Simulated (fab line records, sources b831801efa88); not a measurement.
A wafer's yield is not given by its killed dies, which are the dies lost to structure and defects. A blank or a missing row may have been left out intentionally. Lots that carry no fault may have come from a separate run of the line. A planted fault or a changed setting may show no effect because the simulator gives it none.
Which of the tools did it? + flow gf180mcu + 14 lots, 42 wafers sampled, at 4 steps of a route of 602

WHAT THE GAUGES READ, wafer by wafer
GF_STI_THK_MEAS_24.
| lot  | measured    | on            | STI_CVD_23_THK (nm) |
|------|-------------|---------------|---------------------|
| L909 | day 2 03:48 | film-metro-02 | 650 648 644         |
| L911 | day 2 13:51 | film-metro-02 | 652 651 637         |
| L912 | day 2 23:32 | film-metro-01 | 647 639 645         |
| L913 | day 2 23:35 | film-metro-02 | 646 643 633         |
| L914 | day 3 09:07 | film-metro-04 | 643 648 640         |
| L917 | day 3 21:58 | film-metro-02 | 633 631 645         |
| L918 | day 4 03:46 | film-metro-02 | 658 651 647         |
| L919 | day 4 08:53 | film-metro-04 | 647 649 644         |
| L927 | day 6 00:15 | film-metro-02 | 651 643 653         |
| L928 | day 6 07:55 | film-metro-02 | 655 648 643         |
| L929 | day 6 11:35 | film-metro-04 | 637 648 639         |
| L930 | day 6 15:58 | film-metro-04 | 653 654 649         |
| L931 | day 6 21:04 | film-metro-01 | 649 645 647         |
| L932 | day 7 01:44 | film-metro-01 | 649 663 654         |

GF_HV_LDD_OVL_MEAS_08.
| lot  | measured     | on         | HV_LDD_OVL (nm) |
|------|--------------|------------|-----------------|
| L909 | day 10 00:30 | overlay-02 | 1.3 1.2 1.4     |
| L911 | day 10 17:14 | overlay-01 | -0.5 -1.7 -2.6  |
| L912 | day 11 09:11 | overlay-02 | 1.1 -0.3 -0.7   |
| L913 | day 11 11:55 | overlay-02 | -0.9 0.2 -1.1   |
| L914 | day 11 19:08 | overlay-02 | 1.2 2.2 0.0     |
| L917 | day 12 15:01 | overlay-01 | 0.4 -0.8 -0.6   |
| L918 | day 12 19:50 | overlay-01 | 0.6 1.4 0.8     |
| L919 | day 13 07:22 | overlay-02 | 1.3 1.3 1.0     |
| L929 | day 16 06:17 | overlay-02 | 0.6 0.2 0.5     |
| L930 | day 16 14:19 | overlay-01 | -1.7 -1.3 -1.0  |
| L931 | day 16 21:35 | overlay-02 | -0.3 0.7 0.4    |
| L932 | day 17 07:41 | overlay-01 | -1.0 -0.1 -0.8  |

WHAT TOOL EACH LOT RAN ON (gives the tool, then ch and the chambers of the sampled wafers, and finally the start)
| lot  | GF_VT_IMPLANT_DEVELOP_06          | GF_VT_IMPLANT_STRIP_09               |
|------|-----------------------------------|--------------------------------------|
| L909 | litho-track-02 ch 0, day 5 14:29  | plasma-asher-04 ch 0,1, day 5 14:49  |
| L911 | litho-track-04 ch 0, day 6 04:55  | plasma-asher-04 ch 0,1, day 6 05:14  |
| L912 | litho-track-02 ch 0, day 6 18:52  | plasma-asher-02 ch 0,1, day 6 19:11  |
| L913 | litho-track-04 ch 0, day 6 21:25  | plasma-asher-02 ch 0,1, day 6 21:44  |
| L914 | litho-track-04 ch 0, day 7 04:04  | plasma-asher-04 ch 0,1, day 7 04:23  |
| L917 | litho-track-02 ch 0, day 7 19:11  | plasma-asher-02 ch 0,1, day 7 19:31  |
| L918 | litho-track-02 ch 0, day 7 23:43  | plasma-asher-01 ch 0,1, day 8 00:02  |
| L919 | litho-track-04 ch 0, day 8 07:01  | plasma-asher-04 ch 0,1, day 8 07:20  |
| L927 | litho-track-02, day 10 06:32      | plasma-asher-04 ch 0,1, day 10 06:53 |
| L928 | litho-track-01, day 10 15:12      | plasma-asher-04 ch 0,1, day 10 15:31 |
| L929 | litho-track-01 ch 0, day 10 19:01 | plasma-asher-02 ch 0,1, day 10 19:20 |
| L930 | litho-track-02 ch 0, day 10 23:07 | plasma-asher-04 ch 0, day 10 23:26   |
| L931 | litho-track-02 ch 0, day 11 07:17 | plasma-asher-04 ch 0,1, day 11 07:38 |
| L932 | litho-track-02 ch 0, day 11 12:31 | plasma-asher-04 ch 0,1, day 11 12:50 |
- GF_VT_IMPLANT_DEVELOP_06: develop time 60 s.
- GF_VT_IMPLANT_STRIP_09: strips in O2/N2.

AS READ BY THE TOOLS THEMSELVES (means over the sampled wafers that have a number; for cases with no such wafer, the mark the record gives instead)
GF_VT_IMPLANT_DEVELOP_06.
| lot  | tool           | chill-plate-temp-C (C) | developer-temp-C (C) |
|------|----------------|------------------------|----------------------|
| L909 | litho-track-02 | 22.96                  | 23.03                |
| L911 | litho-track-04 | 22.97                  | 23.07                |
| L912 | litho-track-02 | 23.08                  | 23.01                |
| L913 | litho-track-04 | 23.09                  | 22.98                |
| L914 | litho-track-04 | 23.06                  | 23.03                |
| L917 | litho-track-02 | 22.99                  | 23.03                |
| L918 | litho-track-02 | 22.95                  | 23.01                |
| L919 | litho-track-04 | 23.03                  | 22.93                |
| L927 | litho-track-02 | -                      | -                    |
| L928 | litho-track-01 | -                      | -                    |
| L929 | litho-track-01 | 23.03                  | 22.93                |
| L930 | litho-track-02 | 23.15                  | 22.87                |
| L931 | litho-track-02 | 23.04                  | 22.99                |
| L932 | litho-track-02 | 23.05                  | 23.15                |

GF_VT_IMPLANT_STRIP_09.
| lot  | tool            | drypump-motor-current-A (A) | heater-power-w (W) | oes-product-au (a.u.) | strip-time-to-endpoint-s (s) |
|------|-----------------|-----------------------------|--------------------|-----------------------|------------------------------|
| L909 | plasma-asher-04 | 5.5                         | 311                | 0.710                 | 12.64                        |
| L911 | plasma-asher-04 | 5.5                         | 306                | 0.723                 | 12.64                        |
| L912 | plasma-asher-02 | 6.3                         | 316                | 0.721                 | 12.62                        |
| L913 | plasma-asher-02 | 6.2                         | 319                | 0.716                 | 12.61                        |
| L914 | plasma-asher-04 | 5.5                         | 313                | 0.714                 | 12.65                        |
| L917 | plasma-asher-02 | 6.2                         | 320                | 0.716                 | 12.62                        |
| L918 | plasma-asher-01 | 5.8                         | 332                | 0.712                 | 12.68                        |
| L919 | plasma-asher-04 | 5.7                         | 313                | 0.717                 | 12.63                        |
| L927 | plasma-asher-04 | 5.7                         | 318                | 0.715                 | 12.60                        |
| L928 | plasma-asher-04 | 5.5                         | 302                | 0.714                 | 12.65                        |
| L929 | plasma-asher-02 | 6.1                         | 303                | 0.718                 | 12.61                        |
| L930 | plasma-asher-04 | 6.0                         | 322                | 0.714                 | 12.64                        |
| L931 | plasma-asher-04 | 5.5                         | 308                | 0.714                 | 12.69                        |
| L932 | plasma-asher-04 | 5.5                         | 304                | 0.715                 | 12.62                        |

THE ANSWER, worked out from the rows above alone
Rule: usual is defined by the lots themselves. The widest of any qualifying gaps counts: lots, ordered by their means at a reading, are off when they make up no more than a third of the lots, leave a main group of 4 or more, and stand apart from it by 3 or more times the standard deviation of that group's means. A main group is skipped when, at the precision printed for the reading in the tables above, its means are all equal. A lot without any number at a reading at which 4 lots or more have one is off too. The other lots that the step has rows for count as sound. Order of review: gauges by route order, followed by the tools' own readings, for which a lot's mean as printed above is used. At the first step where some lot is off, the reading lying furthest off is the one used; lots without a number count as furthest.
Off at GF_VT_IMPLANT_DEVELOP_06 (chill-plate-temp-C): L927, L928. Without a number there: L927, L928. The main group: mean 23.03 C, standard deviation 0.056.
If a tool, at that step or one of the process steps before it, ran each lot that is off and ran no sound lot following the first of them, it fits. No candidate that was tried fits.

WHAT HAD BEEN PUT IN BY THE SIMULATOR
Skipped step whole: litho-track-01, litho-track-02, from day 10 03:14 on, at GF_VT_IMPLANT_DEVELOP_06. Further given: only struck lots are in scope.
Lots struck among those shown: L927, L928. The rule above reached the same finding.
